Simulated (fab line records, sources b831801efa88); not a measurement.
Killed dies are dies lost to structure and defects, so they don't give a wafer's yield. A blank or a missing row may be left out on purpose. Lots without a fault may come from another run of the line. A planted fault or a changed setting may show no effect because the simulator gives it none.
One fault seen from 2 desks | flow sky130 | each desk has only its own numbers; what lay behind them comes last

THE METROLOGY DESK
What the gauges read, lot by lot, whatever tool the lot ran on: means of the sampled wafers that have a number. A lot is out of limits, marked OUT, if its mean lies more than 4 standard deviations from the usual mean; the brackets give that distance.
Columns: A = SONOS_TUNNEL_OVL at SKY_SONOS_TUNNEL_OVL_MEAS_08, usual 0.5 nm; B = POLY_GATE_CVD_00_THK at SKY_POLY_GATE_THK_MEAS_01, usual 180.6 nm; C = CONTACT_OVL at SKY_CONTACT_OVL_MEAS_15, usual 0 nm
lot  | first seen here | A    | B     | C
L766 | day 11 14:55    | -0.9 | 181.0 | -2
L767 | day 11 20:55    | 0.7  | 181.6 | 3
L768 | day 12 01:51    | 1.1  | 181.1 | -3
L771 | day 12 23:52    | -0.8 | 181.1 | -2
L773 | day 13 13:13    | -0.4 | 182.0 | 7
L774 | day 13 18:31    | -0.6 | 182.5 | -3
L775 | day 14 05:25    | 0.5  | 179.9 | 4
L776 | day 14 09:03    | 0.8  | 183.1 | 4
L777 | day 14 18:42    | -0.3 | 179.5 | -3
L785 | day 17 10:18    | 2.2  | 181.5 | 3
L786 | day 17 18:58    | -0.7 | 179.4 | -4
L787 | day 18 05:03    | -0.2 | 182.1 | -1
L788 | day 18 14:43    | -0.3 | 181.3 | 4
L789 | day 18 17:57    | 0.3  | 180.1 | 3
This desk's finding: nothing out of limits on any of the 14 lots.

THE TOOL OWNER'S DESK: implanter-01
The tool's own readings at SKY_LDD_LDN_IMPLANT_11: means of the sampled wafers that have a number, for each lot that ran on this tool. A lot is out of limits, marked OUT, if its mean lies more than 4 standard deviations from the usual mean; the brackets give that distance.
Columns: A = dose_ions_cm2 at SKY_LDD_LDN_IMPLANT_11, usual 1.2501e+13; B = faraday_current_uA at SKY_LDD_LDN_IMPLANT_11, usual 70.6
lot  | first seen here | A                    | B
L773 | day 25 23:52    | 1.2491e+13           | 70.8
L775 | day 26 01:38    | 1.2485e+13           | 70.1
L776 | day 26 05:40    | 1.3481e+13 (+75) OUT | 75.4
L777 | day 26 19:59    | 1.3496e+13 (+77) OUT | 76.2 (+4.3) OUT
L787 | day 30 02:08    | 1.2500e+13           | 71.1
L788 | day 30 10:24    | 1.2486e+13           | 71.4
This desk's finding: out of limits on L776, L777; first on L776, day 26 05:40 (dose_ions_cm2 at SKY_LDD_LDN_IMPLANT_11). In limits: L773, L775, L787, L788.

PUT TOGETHER
The tool owner's desk could have raised an alarm at day 26 05:40, on L776, L777.
The metrology desk saw nothing out of limits.
The metrology desk has L776, L777 on record, within its limits.
Of the lots named, all ran SKY_LDD_LDN_IMPLANT_11 on implanter-01.

WHAT THE SIMULATOR HAD PUT IN
Process parameter drift: implanter-01, from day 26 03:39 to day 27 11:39, at SKY_LDD_LDN_IMPLANT_11. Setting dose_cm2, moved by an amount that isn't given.
Lots struck among those shown: L776, L777.
Hours from the fault's start to each desk's first reading out of limits: the tool owner's desk, 2.
